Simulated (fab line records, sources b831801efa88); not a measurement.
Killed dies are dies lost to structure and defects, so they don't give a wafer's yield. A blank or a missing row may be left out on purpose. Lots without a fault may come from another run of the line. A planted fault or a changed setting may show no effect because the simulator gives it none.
A struck lot beside a sound one | flow sky130 | 22 steps out of a route of 708
Sound: wafers L259.1, L259.2, L259.4. Struck: wafer L272.5. (L272.4 of the same lot was not struck and is left out.) The cause comes at the end.
At each step with rows: each side's tool, then ch and its chambers, then its first start. Under that, the readings that differ: sound wafers | struck wafers | difference of the means | sigmas: that difference in standard deviations of wafers without a fault.
alike: readings whose means differ by less than 2 such deviations, and words and numbers that are the same on both sides. not compared: withheld readings, readings that some wafer has no value for, bounds like >300 that may hide the same value, and numbers for which the record gives no deviation and whose values overlap.
The two part at a step that has a row with sigmas, a row that says differs or no value, or rows on one side only. Numbers that don't overlap but have no deviation are shown without sigmas and don't part them. A reading that every wafer of one side lacks parts them only if that side has two wafers or more.

first, 6 steps without rows for these wafers: SKY_VT_ADJUST_LVTN_HMDS_12 (prime time 60 s); SKY_VT_ADJUST_LVTN_COAT_13 (resist thk 1140 nm); SKY_VT_ADJUST_LVTN_SOFTBAKE_14 (time 60 s); SKY_VT_ADJUST_LVTN_EXPOSE_15 (exposes mask HVN STD DERIVED, target cd 600 nm); SKY_VT_ADJUST_LVTN_PEB_16; SKY_VT_ADJUST_LVTN_DEVELOP_17 (develop time 60 s).
SKY_VT_ADJUST_LVTN_OVL_MEAS_18:
  sound on overlay-02, day 8 10:16; struck on overlay-01, day 11 20:24
  alike: VT_ADJUST_LVTN_01_OVL
then, 1 step without rows for these wafers: SKY_VT_ADJUST_LVTN_IMPLANT_19.
SKY_VT_ADJUST_LVTN_STRIP_20: strips in O2/N2.
  sound on plasma_asher-01 ch 0,1, day 8 10:27; struck on plasma_asher-03 ch 1, day 11 20:36
  reading                     | sound       | struck | difference | sigmas
  drypump_motor_current_A (A) | 5.0 4.8 4.8 | 6.4    | +1.5       | +3
  alike: chamber_pressure_mTorr, oes_product_au, strip_time_to_endpoint_s
  not compared: rf_hours_counter_h
SKY_VT_ADJUST_LVTN_TW_MEAS_21:
  sound on film_metro-01, day 8 10:33; struck on film_metro-04, day 11 20:42
  reading             | sound             | struck | difference | sigmas
  VT_ADJUST_LVTN_2_TW | 190.9 190.4 191.6 | 185.6  | -5.4       | -2
then, 2 steps without rows for these wafers: SKY_VT_ADJUST_NCORE_DEHYDRATE_00 (time 60 s); SKY_VT_ADJUST_NCORE_HMDS_01 (prime time 60 s).
SKY_VT_ADJUST_NCORE_COAT_02: resist thk 1140 nm.
  sound on litho_track-04 ch 0, day 8 20:16; struck on litho_track-02 ch 0, day 12 08:51
  reading                                              | sound             | struck | difference | sigmas
  chill_plate_temp_C (C)                               | 22.95 23.05 22.92 | 23.25  | +0.28      | +3
  model.NOVOLAK_of_VT_ADJUST_NCORE_COAT_02.thk_nm (nm) | 1139 1137 1135    | 1237   | +100       |
then, 3 steps without rows for these wafers: SKY_VT_ADJUST_NCORE_SOFTBAKE_03 (time 60 s); SKY_VT_ADJUST_NCORE_EXPOSE_04 (exposes mask LVTN COMPLEMENT THIN, target cd 380 nm); SKY_VT_ADJUST_NCORE_PEB_05.
SKY_VT_ADJUST_NCORE_DEVELOP_06: develop time 60 s.
  sound on litho_track-02 ch 0, day 9 07:14; struck on litho_track-04 ch 0, day 12 21:11
  reading                                              | sound          | struck | difference | sigmas
  model.NOVOLAK_of_VT_ADJUST_NCORE_COAT_02.thk_nm (nm) | 1138 1136 1135 | 1236   | +100       |
  alike: chill_plate_temp_C
SKY_VT_ADJUST_NCORE_CD_MEAS_07: target cd 380 nm.
  sound on cd_sem-01, day 9 07:23; struck on cd_sem-01, day 12 21:19
  alike: cd_nm
SKY_VT_ADJUST_NCORE_OVL_MEAS_08:
  sound on overlay-01, day 9 07:30; struck on overlay-02, day 12 21:24
  alike: VT_ADJUST_NCORE_OVL
then, 1 step without rows for these wafers: SKY_VT_ADJUST_NCORE_IMPLANT_09.
SKY_VT_ADJUST_NCORE_STRIP_10: strips in O2/N2.
  sound on plasma_asher-03 ch 0,1, day 9 07:41; struck on plasma_asher-02 ch 0, day 12 21:36
  reading                      | sound             | struck | difference | sigmas
  strip_time_to_endpoint_s (s) | 14.17 14.14 14.12 | 15.27  | +1.13      | +28
  alike: chamber_pressure_mTorr, drypump_motor_current_A, oes_product_au
  not compared: rf_hours_counter_h
SKY_VT_ADJUST_NCORE_TW_MEAS_11:
  sound on film_metro-02, day 9 07:47; struck on film_metro-01, day 12 21:42
  reading            | sound             | struck | difference | sigmas
  VT_ADJUST_NCORE_TW | 217.9 218.6 216.9 | 222.1  | +4.3       | +2

WHERE THEY PART
First at SKY_VT_ADJUST_LVTN_STRIP_20; last, within this record, at SKY_VT_ADJUST_NCORE_TW_MEAS_11.

WHY: what the simulator had put in
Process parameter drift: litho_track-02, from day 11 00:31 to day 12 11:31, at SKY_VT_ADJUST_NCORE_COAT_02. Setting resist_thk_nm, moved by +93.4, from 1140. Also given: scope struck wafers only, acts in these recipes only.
